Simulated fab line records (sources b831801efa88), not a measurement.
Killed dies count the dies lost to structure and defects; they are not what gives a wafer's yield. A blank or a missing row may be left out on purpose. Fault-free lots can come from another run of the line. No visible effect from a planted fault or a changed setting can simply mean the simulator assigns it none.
Which of the tools did it? ; flow sky130 ; 72 wafers from 24 lots sampled at 6 of the route's 708 steps

## WHAT EACH GAUGE READ, for each wafer
SKY_VIA2_OVL_MEAS_13. Usual: VIA2_OVL typically reads 4 nm, with standard deviation 6.4.
lot;measured;on;VIA2_OVL (nm);flag
L074;day 36 00:20;overlay-01;4 5 -2;
L075;day 36 18:28;overlay-01;6 6 1;
L076;day 36 19:29;overlay-01;11 6 8;
L077;day 37 09:21;overlay-01;8 -17 -2;
L078;day 38 14:31;overlay-02;5 11 15;
L079;day 38 14:51;overlay-01;1 11 2;
L080;day 38 15:11;overlay-02;8 6 8;
L081;day 38 17:03;overlay-01;6 4 4;
L082;day 38 21:39;overlay-02;-4 1 4;
L083;day 39 06:35;overlay-02;7 3 -6;
L084;day 39 18:47;overlay-01;2 4 9;
L086;day 40 03:24;overlay-02;-1 3 6;
L085;day 40 05:08;overlay-02;6 5 3;
L087;day 40 13:38;overlay-01;7 9 -1;
L088;day 40 14:35;overlay-02;7 9 5;
L089;day 41 09:53;overlay-01;6 -9 -1;
L090;day 41 15:52;overlay-02;-4 2 3;
L091;day 41 21:08;overlay-01;-1 -3 6;
L092;day 42 00:17;overlay-02;13 8 2;
L093;day 42 02:08;overlay-01;7 -4 7;
L094;day 42 09:29;overlay-02;17 5 12;
L095;day 42 15:24;overlay-02;3 -9 9;
L097;day 43 15:08;overlay-02;-9 1 -2;
L096;day 44 16:53;overlay-01;18 12 4;

SKY_VIA3_CD_MEAS_12: the cd target is 200 nm. Usual: cd nm 200.6 nm, standard deviation 1.5.
lot;measured;on;cd nm (nm);flag
L074;day 39 08:03;cd sem-01;201.5 201.4 202.5;
L075;day 40 02:23;cd sem-02;199.2 199.8 199.7;
L076;day 40 03:20;cd sem-01;201.4 202.8 201.5;
L077;day 40 16:59;cd sem-01;198.7 199.0 196.9;
L078;day 41 18:10;cd sem-02;198.7 199.8 199.4;
L079;day 41 20:44;cd sem-02;201.6 203.0 201.3;
L080;day 41 21:22;cd sem-02;204.5 202.1 204.4;
L081;day 41 22:40;cd sem-01;201.4 199.0 200.0;
L082;day 42 02:28;cd sem-01;201.3 201.8 198.6;
L083;day 42 10:01;cd sem-01;199.9 201.4 201.8;
L084;day 42 23:25;cd sem-02;201.5 201.7 200.3;
L086;day 43 06:08;cd sem-01;200.2 200.4 201.0;
L085;day 43 06:49;cd sem-01;199.9 200.3 200.3;
L087;day 43 16:24;cd sem-02;200.6 201.3 200.3;
L088;day 43 17:54;cd sem-02;197.2 197.7 198.9;
L089;day 44 11:17;cd sem-01;200.3 201.4 200.0;
L090;day 44 17:48;cd sem-01;202.3 199.7 200.0;
L091;day 44 21:51;cd sem-01;197.4 197.9 198.0;
L092;day 45 01:29;cd sem-02;202.2 203.0 202.4;
L093;day 45 02:33;cd sem-01;201.1 201.7 201.4;
L094;day 45 08:08;cd sem-01;199.2 201.8 199.8;
L095;day 45 14:41;cd sem-01;200.7 199.8 200.3;
L097;day 46 10:59;cd sem-01;200.6 199.9 199.9;
L096;day 47 12:32;cd sem-01;199.8 202.1 200.3;

## EACH LOT AND THE TOOL THAT RAN IT (in order: tool; ch and the chambers of the sampled wafers; start)
lot;SKY_LI_CONTACT_STRIP_16;SKY_LI_CONTACT_CMP_24;SKY_CONTACT_SPUTTER_23;SKY_METAL2_ETCH_18
L074;plasma asher-03 ch 0,1, day 28 19:31;cmp-01 ch 2,3, day 28 20:15;pvd sputter-01, day 31 08:01;rie metal-03 ch 0,1, day 34 20:55
L075;plasma asher-03 ch 0,1, day 29 14:29;cmp-02 ch 0,3, day 29 15:11;pvd sputter-01, day 32 01:59;rie metal-02 ch 0,1, day 35 14:49
L076;plasma asher-03 ch 0,1, day 29 17:04;cmp-02 ch 1,2,3, day 29 17:51;pvd sputter-01, day 32 05:03;rie metal-03 ch 0,1, day 35 16:34
L077;plasma asher-01 ch 0,1, day 30 06:53;cmp-02 ch 0,1,3, day 30 07:45;pvd sputter-02, day 32 18:23;rie metal-01 ch 0,1, day 36 05:34
L078;plasma asher-01 ch 0,1, day 31 14:59;cmp-02 ch 1,2, day 31 15:44;pvd sputter-01, day 34 00:01;rie metal-01 ch 0,1, day 37 10:43
L079;plasma asher-01 ch 0,1, day 31 16:09;cmp-02 ch 0,3, day 31 16:54;pvd sputter-04, day 34 01:14;rie metal-03 ch 0,1, day 37 11:04
L080;plasma asher-01 ch 0,1, day 31 16:15;cmp-01 ch 1,3, day 31 17:02;pvd sputter-02, day 34 01:35;rie metal-02 ch 0, day 37 11:25
L081;plasma asher-01 ch 0,1, day 31 16:58;cmp-01 ch 0,3, day 31 17:40;pvd sputter-04, day 34 02:54;rie metal-02 ch 0,1, day 37 13:31
L082;plasma asher-04 ch 0,1, day 31 23:02;cmp-02 ch 2,3, day 31 23:45;pvd sputter-01, day 34 08:36;rie metal-02 ch 0,1, day 37 18:23
L083;plasma asher-01 ch 0,1, day 32 08:31;cmp-02 ch 0,2,3, day 32 09:15;pvd sputter-02, day 34 17:22;rie metal-02 ch 0, day 38 03:37
L084;plasma asher-04 ch 0, day 32 21:37;cmp-02 ch 2,3, day 32 22:24;pvd sputter-01, day 35 05:54;rie metal-03 ch 0, day 38 15:52
L086;plasma asher-03 ch 0,1, day 33 03:49;cmp-02 ch 0,3, day 33 04:33;pvd sputter-02, day 35 14:19;rie metal-02 ch 0,1, day 39 00:37
L085;plasma asher-04 ch 0,1, day 33 08:49;cmp-02 ch 0,1,2, day 33 09:41;pvd sputter-04, day 35 17:41;rie metal-01 ch 0,1, day 39 03:19
L087;plasma asher-04 ch 0,1, day 33 17:42;cmp-02 ch 0,2,3, day 33 18:29;pvd sputter-04, day 36 02:02;rie metal-02 ch 0,1, day 39 11:01
L088;plasma asher-01 ch 0,1, day 33 18:03;cmp-01 ch 0,3, day 33 18:47;pvd sputter-02, day 36 02:57;rie metal-03 ch 0,1, day 39 12:24
L089;plasma asher-01 ch 0,1, day 34 14:49;cmp-01 ch 0,1,3, day 34 15:39;pvd sputter-01, day 36 22:14;rie metal-01 ch 0,1, day 40 07:34
L090;plasma asher-04 ch 0,1, day 34 22:31;cmp-01 ch 0,1,3, day 34 23:15;pvd sputter-01, day 37 05:48;rie metal-01 ch 0,1, day 40 14:22
L091;plasma asher-04 ch 0,1, day 35 04:27;cmp-02 ch 0,2,3, day 35 05:15;pvd sputter-04, day 37 11:03;rie metal-02 ch 1, day 40 18:03
L092;plasma asher-03 ch 0, day 35 10:01;cmp-01 ch 0,2, day 35 10:45;pvd sputter-02, day 37 15:52;rie metal-03 ch 0,1, day 40 22:34
L093;plasma asher-01 ch 0,1, day 35 10:58;cmp-01 ch 1,3, day 35 11:46;pvd sputter-01, day 37 17:23;rie metal-02 ch 0,1, day 41 00:04
L094;plasma asher-03 ch 0,1, day 35 17:43;cmp-02 ch 0,2,3, day 35 18:27;pvd sputter-01, day 38 01:29;rie metal-02 ch 0,1, day 41 08:13
L095;plasma asher-01 ch 0,1, day 36 01:01;cmp-02 ch 1,2, day 36 01:49;pvd sputter-04, day 38 08:07;rie metal-03 ch 0,1, day 41 15:16
L097;plasma asher-01 ch 0,1, day 37 03:40;cmp-01 ch 0,1,2, day 37 04:24;pvd sputter-01, day 39 10:39;rie metal-02 ch 0,1, day 42 14:54
L096;plasma asher-03 ch 0,1, day 38 09:03;cmp-01 ch 0,1,2, day 38 09:48;pvd sputter-04, day 40 14:21;rie metal-03 ch 0,1, day 43 17:01
- SKY_LI_CONTACT_STRIP_16: strips in O2/N2.
- SKY_LI_CONTACT_CMP_24: polishes, stops on PSG, t overpolish 20 s, target thk 0 nm.
- SKY_CONTACT_SPUTTER_23: material TiN, target thk 20 nm, time 80 s.
- SKY_METAL2_ETCH_18: etches BARC in N2/H2, stops on SiO2, time 45.9 s, target depth 60 nm.

## AS READ BY THE TOOLS THEMSELVES (means over the sampled wafers that have a number; for cases with no such wafer, the mark the record gives instead)
SKY_LI_CONTACT_STRIP_16. Usual: drypump motor current A 5.8 A, standard deviation 0.46; oes product au 0.376 a.u., standard deviation 0.0054; strip time to endpoint s 3.499 s, standard deviation 0.026.
lot;tool;drypump motor current A (A);oes product au (a.u.);strip time to endpoint s (s);flag
L074;plasma asher-03;6.1;0.376;3.478;
L075;plasma asher-03;6.1;0.373;3.515;
L076;plasma asher-03;6.1;0.371;3.493;
L077;plasma asher-01;6.1;0.379;3.499;
L078;plasma asher-01;5.8;0.375;3.516;
L079;plasma asher-01;6.1;0.375;3.501;
L080;plasma asher-01;5.8;0.379;3.533;
L081;plasma asher-01;5.8;0.374;3.509;
L082;plasma asher-04;5.4;0.379;3.452;
L083;plasma asher-01;6.1;0.374;3.486;
L084;plasma asher-04;5.1;0.377;3.538;
L086;plasma asher-03;6.1;0.375;3.522;
L085;plasma asher-04;5.4;0.379;3.491;
L087;plasma asher-04;5.4;0.374;3.536;
L088;plasma asher-01;5.8;0.377;3.475;
L089;plasma asher-01;5.8;0.375;3.495;
L090;plasma asher-04;5.4;0.379;3.538;
L091;plasma asher-04;5.4;0.378;3.494;
L092;plasma asher-03;5.4;0.378;3.479;
L093;plasma asher-01;5.8;0.375;3.468;
L094;plasma asher-03;6.1;0.378;3.515;
L095;plasma asher-01;6.0;0.379;3.483;
L097;plasma asher-01;6.1;0.365;3.474;
L096;plasma asher-03;5.7;0.378;3.495;

SKY_LI_CONTACT_CMP_24. Usual: motor current A 11.9 A, standard deviation 0.93; overpolish run s 20.000 s, standard deviation 0.0092; time to endpoint s 96 s, standard deviation 4.1.
lot;tool;motor current A (A);overpolish run s (s);time to endpoint s (s);flag
L074;cmp-01;12.0;20.004;95;
L075;cmp-02;12.4;20.006;102;
L076;cmp-02;11.0;20.004;100;
L077;cmp-02;12.0;20.007;98;
L078;cmp-02;10.7;19.999;91;
L079;cmp-02;12.4;20.004;100;
L080;cmp-01;12.0;20.001;91;
L081;cmp-01;12.3;20.002;91;
L082;cmp-02;11.5;19.993;100;
L083;cmp-02;11.6;20.003;101;
L084;cmp-02;11.5;20.000;102;
L086;cmp-02;12.0;19.991;97;
L085;cmp-02;11.4;20.007;102;
L087;cmp-02;11.8;20.000;99;
L088;cmp-01;13.0;20.005;93;
L089;cmp-01;12.4;20.001;91;
L090;cmp-01;12.3;19.998;93;
L091;cmp-02;12.0;19.998;94;
L092;cmp-01;13.1;19.997;91;
L093;cmp-01;11.7;20.001;92;
L094;cmp-02;11.8;19.997;93;
L095;cmp-02;11.0;19.999;95;
L097;cmp-01;12.3;19.986;94;
L096;cmp-01;12.6;20.003;96;

SKY_CONTACT_SPUTTER_23. Usual: throttle valve pct 30.1 %, standard deviation 0.84.
lot;tool;throttle valve pct (%);flag
L074;pvd sputter-01;30.3;
L075;pvd sputter-01;29.9;
L076;pvd sputter-01;30.1;
L077;pvd sputter-02;31.2;
L078;pvd sputter-01;29.7;
L079;pvd sputter-04;29.3;
L080;pvd sputter-02;30.8;
L081;pvd sputter-04;29.4;
L082;pvd sputter-01;30.3;
L083;pvd sputter-02;31.1;
L084;pvd sputter-01;30.1;
L086;pvd sputter-02;30.0;
L085;pvd sputter-04;29.8;
L087;pvd sputter-04;30.3;
L088;pvd sputter-02;29.4;
L089;pvd sputter-01;30.0;
L090;pvd sputter-01;29.9;
L091;pvd sputter-04;29.8;
L092;pvd sputter-02;31.0;
L093;pvd sputter-01;29.9;
L094;pvd sputter-01;30.2;
L095;pvd sputter-04;29.4;
L097;pvd sputter-01;29.9;
L096;pvd sputter-04;30.0;

SKY_METAL2_ETCH_18. Usual: drypump motor current A 5.98 A, standard deviation 0.29; oes product au 0.854 a.u., standard deviation 0.0048; throttle valve pct 13.225 %, standard deviation 0.0093.
lot;tool;drypump motor current A (A);oes product au (a.u.);throttle valve pct (%);flag
L074;rie metal-03;6.16;0.852;13.226;
L075;rie metal-02;5.91;0.858;13.228;
L076;rie metal-03;6.04;0.859;13.229;
L077;rie metal-01;5.64;0.855;13.229;
L078;rie metal-01;5.65;0.854;13.230;
L079;rie metal-03;6.06;0.857;13.225;
L080;rie metal-02;6.28;0.853;13.228;
L081;rie metal-02;5.90;0.857;13.232;
L082;rie metal-02;5.90;0.850;13.218;
L083;rie metal-02;6.31;0.852;13.238;
L084;rie metal-03;6.26;0.846;13.226;
L086;rie metal-02;6.11;0.853;13.223;
L085;rie metal-01;5.68;0.855;13.218;
L087;rie metal-02;6.11;0.853;13.213;
L088;rie metal-03;6.06;0.854;13.229;
L089;rie metal-01;5.86;0.856;13.216;
L090;rie metal-01;5.82;0.856;13.219;
L091;rie metal-02;5.69;0.853;13.227;
L092;rie metal-03;6.16;0.855;13.223;
L093;rie metal-02;6.11;0.847;13.233;
L094;rie metal-02;6.10;0.850;13.214;
L095;rie metal-03;6.14;0.848;13.230;
L097;rie metal-02;5.90;0.855;13.224;
L096;rie metal-03;6.15;0.856;13.222;

## THE ANSWER, worked out from the rows above alone
Rule: lot off if the mean of its wafers having a number is beyond 3 standard deviations from the usual mean. Also off: a lot with no number at a reading for which 4 or more lots have one. Any other lot the step has rows for is counted as sound. The gauges are gone through in route order, then the tools' own readings, and for those a lot's mean is taken as printed above. At the first step where some lot is off, the reading lying furthest off is the one used; lots without a number count as furthest.
No lot is off on any of the readings shown, so nothing can be concluded from this.

## WHAT WAS PUT IN BY THE SIMULATOR
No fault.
